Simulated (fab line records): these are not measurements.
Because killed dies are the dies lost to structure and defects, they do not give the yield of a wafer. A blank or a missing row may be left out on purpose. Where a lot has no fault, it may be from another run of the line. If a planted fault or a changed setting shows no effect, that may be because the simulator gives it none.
fab line records	flow gf180mcu
record lots=7	wafers=21	last-day=33
route steps=602 shown V1@353 M2@362
lots untouched by any fault: they come from a run of this same line in which no faults occurred
start-h: hours from the record's opening day to when the first of the lot's shown wafers began	wait-h: hours since the lot's step before	" as in the row above	L1.1+2: a single row standing in for several wafers	- no value present, or no start provided	* or withheld: withheld	< > ~ a bound
route shown NAME@n: a module of which the file shows steps, and the number in the route of the first	usual: the fault-free wafers' mean and standard deviation	same: alike in all rows	chamber/n: place in a boat	sites: the reading at each site	_std_site: standard deviation of those values	_edge_site: mean of outer sites minus mean of inner sites	radius-mm: for every site, how far away it sits from the centre of the wafer	mask NAME#n: copy n	behind: tool/chamber where the wafer was last shaped	hold: reason for holding the lot/hours on hold/outcome of the hold	device: whichever transistor did not switch (one of n, p or np)	end of line: at the end of the route, the tests of the same wafers	step lacking rows: just its recipe	killed: not the wafer's yield, but the dies lost to structure and defects at the first sort	map: shows each die of a wafer: x if killed, . if not, _ if none is there
set.NAME: the setting that was run; set.NAME@STEP: the one run at that earlier step	model.NAME: the simulator's own value behind a step, which no gauge read
lots at selected steps of the route; one table per step, one row per wafer
services: when a tool's chamber went out of use (start-h, in hours from the record's first day, below 0 if earlier), for how many hours, and the reason
## steps
# step GF_V1_STRIP_18
# recipe chemistry=O2/N2	power-w=1400	pressure-mtorr=1500	platen-temp-c=250	o2-flow-sccm=3000	n2-flow-sccm=300	overash-fraction=0.5
# step GF_V1_STRIP_19
# recipe chemistry=post-etch-residue-remover	time-s=1200	temp-c=72.5
# step GF_V1_CLEAN_20
# recipe chemistry=DIW	dry=n2-spin
# step GF_V1_SPUTTER_21
# recipe material=Ti	target-thk-nm=15	chamber-pressure-pa=5	power-w=2500	substrate-temp-c=200	time-s=80.02
# usual cathode-dc-power-W=2500.0/0.44	chamber-pressure-pa=5.000/0.0094	throttle-valve-pct=29.6/0.97
lot.wafer	tool	chamber	start-h	wait-h	cathode-dc-power-W	chamber-pressure-pa	throttle-valve-pct
L879.2	pvd-sputter-01	-	425.76	0.0	2500.1	5.000	28.6
L879.4	"	-	"	"	2500.3	4.994	28.6
L879.5	"	-	"	"	2500.0	4.997	31.2
L883.1	pvd-sputter-01	-	468.61	0.0	2500.3	5.002	28.7
L883.3	"	-	"	"	2499.9	5.012	28.6
L883.6	"	-	"	"	2499.9	4.995	28.8
L884.2	pvd-sputter-01	-	479.09	0.0	2499.8	5.013	31.2
L884.3	"	-	"	"	2500.2	4.993	28.7
L884.5	"	-	"	"	2500.5	5.002	28.7
L885.1	pvd-sputter-02	-	500.01	0.0	2500.1	4.988	30.9
L885.4	"	-	"	"	2498.9	4.989	29.7
L885.5	"	-	"	"	2500.1	5.001	30.6
L886.2	pvd-sputter-01	-	506.31	0.0	2499.8	5.002	28.9
L886.5	"	-	"	"	2500.1	4.991	28.8
L886.6	"	-	"	"	2499.6	5.004	28.7
L887.2	pvd-sputter-04	-	507.26	0.0	2499.9	4.984	30.3
L887.3	"	-	"	"	2499.7	4.984	28.6
L887.5	"	-	"	"	2500.7	5.009	30.4
L894.1	pvd-sputter-02	-	568.00	0.0	2499.9	5.010	29.2
L894.2	"	-	"	"	2499.8	4.997	29.6
L894.6	"	-	"	"	2501.3	5.022	29.7
# step GF_V1_SPUTTER_22
# recipe material=TiN	target-thk-nm=10	chamber-pressure-pa=5	power-w=4000	time-s=40
# usual cathode-dc-power-W=4000.0/0.71	chamber-pressure-pa=5.002/0.0096	throttle-valve-pct=29.6/0.95
lot.wafer	tool	chamber	start-h	wait-h	cathode-dc-power-W	chamber-pressure-pa	throttle-valve-pct
L879.2	pvd-sputter-01	-	425.82	0.0	3999.0	5.004	28.6
L879.4	"	-	"	"	4000.1	5.002	29.1
L879.5	"	-	"	"	3999.5	5.007	31.1
L883.1	pvd-sputter-01	-	468.67	0.0	4001.0	4.990	28.4
L883.3	"	-	"	"	4001.1	5.012	28.5
L883.6	"	-	"	"	3999.3	4.996	28.5
L884.2	pvd-sputter-01	-	479.15	0.0	4000.2	5.004	31.1
L884.3	"	-	"	"	4000.4	4.990	28.6
L884.5	"	-	"	"	4000.7	4.994	29.1
L885.1	pvd-sputter-02	-	500.07	0.0	3999.0	5.022	30.8
L885.4	"	-	"	"	4000.4	4.992	29.6
L885.5	"	-	"	"	3999.5	5.009	30.6
L886.2	pvd-sputter-01	-	506.37	0.0	3999.7	4.989	28.8
L886.5	"	-	"	"	3999.7	4.999	29.2
L886.6	"	-	"	"	3999.2	5.004	28.8
L887.2	pvd-sputter-04	-	507.32	0.0	4000.0	5.001	30.3
L887.3	"	-	"	"	4001.2	5.004	28.8
L887.5	"	-	"	"	4000.4	4.996	30.2
L894.1	pvd-sputter-02	-	568.06	0.0	3999.8	4.996	29.3
L894.2	"	-	"	"	3999.5	4.995	29.6
L894.6	"	-	"	"	4000.8	5.009	29.8
# step GF_V1_CVD_23
# recipe material=W	target-thk-nm=350	time-s=105.05	temp-c=400	pressure-torr=40
# step GF_V1_RS_MEAS_24
# recipe thk-meas-gauge=four-point-probe	reads=W_of_V1_CVD_23+TiN_of_V1_SPUTTER_22+Ti_of_V1_SPUTTER_21
# usual V1_W_RS=0.328/0.0031
lot.wafer	tool	chamber	start-h	wait-h	V1_W_RS[ohm/sq]
L879.2	film-metro-01	-	425.99	0.1	0.325
L879.4	"	-	"	"	0.325
L879.5	"	-	"	"	0.330
L883.1	film-metro-01	-	468.82	0.1	0.327
L883.3	"	-	"	"	0.324
L883.6	"	-	"	"	0.326
L884.2	film-metro-03	-	479.32	0.1	0.329
L884.3	"	-	"	"	0.329
L884.5	"	-	"	"	0.329
L885.1	film-metro-02	-	500.22	0.1	0.327
L885.4	"	-	"	"	0.328
L885.5	"	-	"	"	0.326
L886.2	film-metro-01	-	506.54	0.1	0.323
L886.5	"	-	"	"	0.324
L886.6	"	-	"	"	0.324
L887.2	film-metro-02	-	507.49	0.1	0.329
L887.3	"	-	"	"	0.325
L887.5	"	-	"	"	0.330
L894.1	film-metro-03	-	568.22	0.1	0.328
L894.2	"	-	"	"	0.327
L894.6	"	-	"	"	0.329
# step GF_V1_THK_MEAS_25
# recipe thk-meas-gauge=xrf	reads=W_of_V1_CVD_23
# usual V1_W_THK=349/4.1
lot.wafer	tool	chamber	start-h	wait-h	V1_W_THK[nm]
L879.2	film-metro-01	-	426.10	0.1	351
L879.4	"	-	"	"	352
L879.5	"	-	"	"	346
L883.1	film-metro-01	-	468.94	0.1	349
L883.3	"	-	"	"	353
L883.6	"	-	"	"	349
L884.2	film-metro-03	-	479.43	0.1	346
L884.3	"	-	"	"	346
L884.5	"	-	"	"	347
L885.1	film-metro-02	-	500.34	0.1	351
L885.4	"	-	"	"	351
L885.5	"	-	"	"	352
L886.2	film-metro-01	-	506.65	0.1	354
L886.5	"	-	"	"	352
L886.6	"	-	"	"	353
L887.2	film-metro-02	-	507.60	0.1	345
L887.3	"	-	"	"	350
L887.5	"	-	"	"	343
L894.1	film-metro-03	-	568.34	0.1	348
L894.2	"	-	"	"	347
L894.6	"	-	"	"	348
# step GF_V1_CMP_26
# recipe stop-on=SiO2	down-force-psi=3.5	platen-rpm=60	t-overpolish-s=15	target-thk-nm=0	pad-velocity-m-s=0.94248
# step GF_M2_SPUTTER_00
# recipe material=Ti	target-thk-nm=37.5	arriving-ion-energy-ev=80	substrate-temp-c=200	chamber-pressure-pa=2	power-w=4000	time-s=150
# usual cathode-dc-power-W=4000.0/0.69	chamber-pressure-pa=2.000/0.0034	throttle-valve-pct=29.8/1.1
lot.wafer	tool	chamber	start-h	wait-h	cathode-dc-power-W	chamber-pressure-pa	throttle-valve-pct
L879.2	pvd-sputter-02	-	426.45	0.2	4000.5	2.001	29.4
L879.4	"	-	"	"	4000.5	1.999	31.4
L879.5	"	-	"	"	3999.3	2.003	29.7
L883.1	pvd-sputter-03	-	469.30	0.2	3999.2	1.993	28.1
L883.3	"	-	"	"	3999.6	1.997	29.8
L883.6	"	-	"	"	4000.2	2.008	31.3
L884.2	pvd-sputter-03	-	479.78	0.1	3999.5	2.000	30.1
L884.3	"	-	"	"	3999.7	2.001	27.9
L884.5	"	-	"	"	3999.8	2.003	31.2
L885.1	pvd-sputter-03	-	500.70	0.2	3999.8	2.000	27.8
L885.4	"	-	"	"	4001.1	2.000	27.8
L885.5	"	-	"	"	4000.6	2.002	30.0
L886.2	pvd-sputter-03	-	507.00	0.1	4000.3	1.996	29.8
L886.5	"	-	"	"	4000.5	1.997	30.1
L886.6	"	-	"	"	4001.3	1.996	28.1
L887.2	pvd-sputter-02	-	507.95	0.1	3999.2	1.999	29.2
L887.3	"	-	"	"	3998.2	2.002	29.7
L887.5	"	-	"	"	3999.4	1.994	30.5
L894.1	pvd-sputter-01	-	568.70	0.2	4000.0	1.996	28.7
L894.2	"	-	"	"	3999.2	1.995	28.9
L894.6	"	-	"	"	3998.9	2.000	29.0
# step GF_M2_SPUTTER_01
# recipe material=TiN	target-thk-nm=30	power-w=6500	time-s=25	chamber-pressure-pa=0.4
# step GF_M2_SPUTTER_02
# recipe material=AlCu	target-thk-nm=450	power-w=10600	time-s=23.9	chamber-pressure-pa=0.4
# usual cathode-dc-power-W=10600/1.9	chamber-pressure-pa=0.4000/0.00094	throttle-valve-pct=29.8/1.1
lot.wafer	tool	chamber	start-h	wait-h	cathode-dc-power-W	chamber-pressure-pa	throttle-valve-pct
L879.2	pvd-sputter-02	-	426.58	0.0	10602	0.4000	29.5
L879.4	"	-	"	"	10601	0.3995	31.2
L879.5	"	-	"	"	10597	0.3997	29.6
L883.1	pvd-sputter-03	-	469.43	0.0	10600	0.3999	28.2
L883.3	"	-	"	"	10598	0.3993	29.9
L883.6	"	-	"	"	10600	0.4005	31.1
L884.2	pvd-sputter-03	-	479.91	0.0	10599	0.4015	29.9
L884.3	"	-	"	"	10603	0.4000	28.1
L884.5	"	-	"	"	10599	0.3998	31.1
L885.1	pvd-sputter-03	-	500.83	0.0	10599	0.4005	27.6
L885.4	"	-	"	"	10600	0.4003	27.8
L885.5	"	-	"	"	10599	0.4000	30.1
L886.2	pvd-sputter-03	-	507.13	0.0	10598	0.4000	30.1
L886.5	"	-	"	"	10604	0.4005	30.1
L886.6	"	-	"	"	10602	0.3988	28.3
L887.2	pvd-sputter-02	-	508.08	0.0	10598	0.3998	29.4
L887.3	"	-	"	"	10599	0.4004	29.8
L887.5	"	-	"	"	10598	0.3997	31.0
L894.1	pvd-sputter-01	-	568.83	0.0	10601	0.4004	28.5
L894.2	"	-	"	"	10599	0.3983	29.1
L894.6	"	-	"	"	10602	0.3995	28.9
# step GF_M2_SPUTTER_03
# recipe material=Ti	target-thk-nm=10	substrate-temp-c=300	chamber-pressure-pa=0.3	power-w=3000	time-s=6.7
# usual cathode-dc-power-W=3000.0/0.55	chamber-pressure-pa=0.2998/0.00058	throttle-valve-pct=29.8/1.1
lot.wafer	tool	chamber	start-h	wait-h	cathode-dc-power-W	chamber-pressure-pa	throttle-valve-pct
L879.2	pvd-sputter-02	-	426.61	0.0	2999.7	0.3000	29.4
L879.4	"	-	"	"	3000.9	0.2999	31.4
L879.5	"	-	"	"	3000.1	0.3008	29.6
L883.1	pvd-sputter-03	-	469.46	0.0	2999.9	0.3000	28.0
L883.3	"	-	"	"	2999.5	0.3008	29.4
L883.6	"	-	"	"	2999.5	0.2992	31.3
L884.2	pvd-sputter-03	-	479.94	0.0	-	-	-
L884.3	"	-	"	"	-	-	-
L884.5	"	-	"	"	-	-	-
L885.1	pvd-sputter-03	-	500.86	0.0	-	-	-
L885.4	"	-	"	"	-	-	-
L885.5	"	-	"	"	-	-	-
L886.2	pvd-sputter-03	-	507.16	0.0	-	-	-
L886.5	"	-	"	"	-	-	-
L886.6	"	-	"	"	-	-	-
L887.2	pvd-sputter-02	-	508.11	0.0	2999.4	0.3001	29.6
L887.3	"	-	"	"	3000.0	0.2997	29.9
L887.5	"	-	"	"	2999.6	0.2994	30.4
L894.1	pvd-sputter-01	-	568.86	0.0	3000.8	0.2994	28.6
L894.2	"	-	"	"	3000.5	0.2999	29.2
L894.6	"	-	"	"	3000.1	0.3009	29.1
# step GF_M2_SPUTTER_04
# recipe material=TiN	target-thk-nm=50	power-w=6500	time-s=41.7	chamber-pressure-pa=0.4
# usual cathode-dc-power-W=6500.0/1.4	chamber-pressure-pa=0.3999/0.00076	throttle-valve-pct=29.8/1.1
lot.wafer	tool	chamber	start-h	wait-h	cathode-dc-power-W	chamber-pressure-pa	throttle-valve-pct
L879.2	pvd-sputter-02	-	426.63	0.0	6500.4	0.3999	29.6
L879.4	"	-	"	"	6499.4	0.3984	31.2
L879.5	"	-	"	"	6499.2	0.3991	29.8
L883.1	pvd-sputter-03	-	469.48	0.0	6502.4	0.3997	28.0
L883.3	"	-	"	"	6499.4	0.3994	29.5
L883.6	"	-	"	"	6497.6	0.3989	31.3
L884.2	pvd-sputter-03	-	479.96	0.0	6502.7	0.3997	29.6
L884.3	"	-	"	"	6502.0	0.3999	28.0
L884.5	"	-	"	"	6500.0	0.4000	31.4
L885.1	pvd-sputter-03	-	500.88	0.0	6500.9	0.3998	27.9
L885.4	"	-	"	"	6500.0	0.3982	28.1
L885.5	"	-	"	"	6500.5	0.3993	29.7
L886.2	pvd-sputter-03	-	507.18	0.0	6500.5	0.4001	29.9
L886.5	"	-	"	"	6500.1	0.4005	30.1
L886.6	"	-	"	"	6496.1	0.4005	27.9
L887.2	pvd-sputter-02	-	508.13	0.0	6502.5	0.4003	29.5
L887.3	"	-	"	"	6501.6	0.3996	29.8
L887.5	"	-	"	"	6497.9	0.3986	30.5
L894.1	pvd-sputter-01	-	568.88	0.0	6500.6	0.4006	28.7
L894.2	"	-	"	"	6497.7	0.3990	29.1
L894.6	"	-	"	"	6502.1	0.3996	28.8
## services
tool	chamber	start-h	hours	kind
pvd-sputter-04	-	406.65	1.1	repair
pvd-sputter-02	-	429.72	1.2	repair
pvd-sputter-03	-	467.03	0.5	repair
pvd-sputter-01	-	511.19	0.5	repair
pvd-sputter-02	-	522.77	19.7	repair
pvd-sputter-01	-	525.32	2.4	repair
pvd-sputter-04	-	538.31	1.2	repair
## key
first-sign step=GF_M2_SPUTTER_03	reading=tool-record	direction=missing
effect none on later readings
met-at GF_M2_SPUTTER_03
struck-wafers L884.2,L884.3,L884.5,L885.1,L885.4,L885.5,L886.2,L886.5,L886.6
later-rows-left-out L884.2,L884.3,L884.5,L885.1,L885.4,L885.5,L886.2,L886.5,L886.6
sort-left-out L884.2,L884.3,L884.5,L885.1,L885.4,L885.5,L886.2,L886.5,L886.6
onset-between 469.46 479.94
fault kind=skipped-step-whole	tool=pvd-sputter-03	chamber=-	onset-h=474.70	steps=GF_M2_SPUTTER_03	scope=struck-lots-only
# sort-left-out: the simulated sort isn't trusted on such a fault, so these wafers' sort isn't shown, and their yield isn't known
# later-rows-left-out: the simulator's readings of these wafers behind a module that went badly wrong aren't trusted and aren't shown, but for the sort
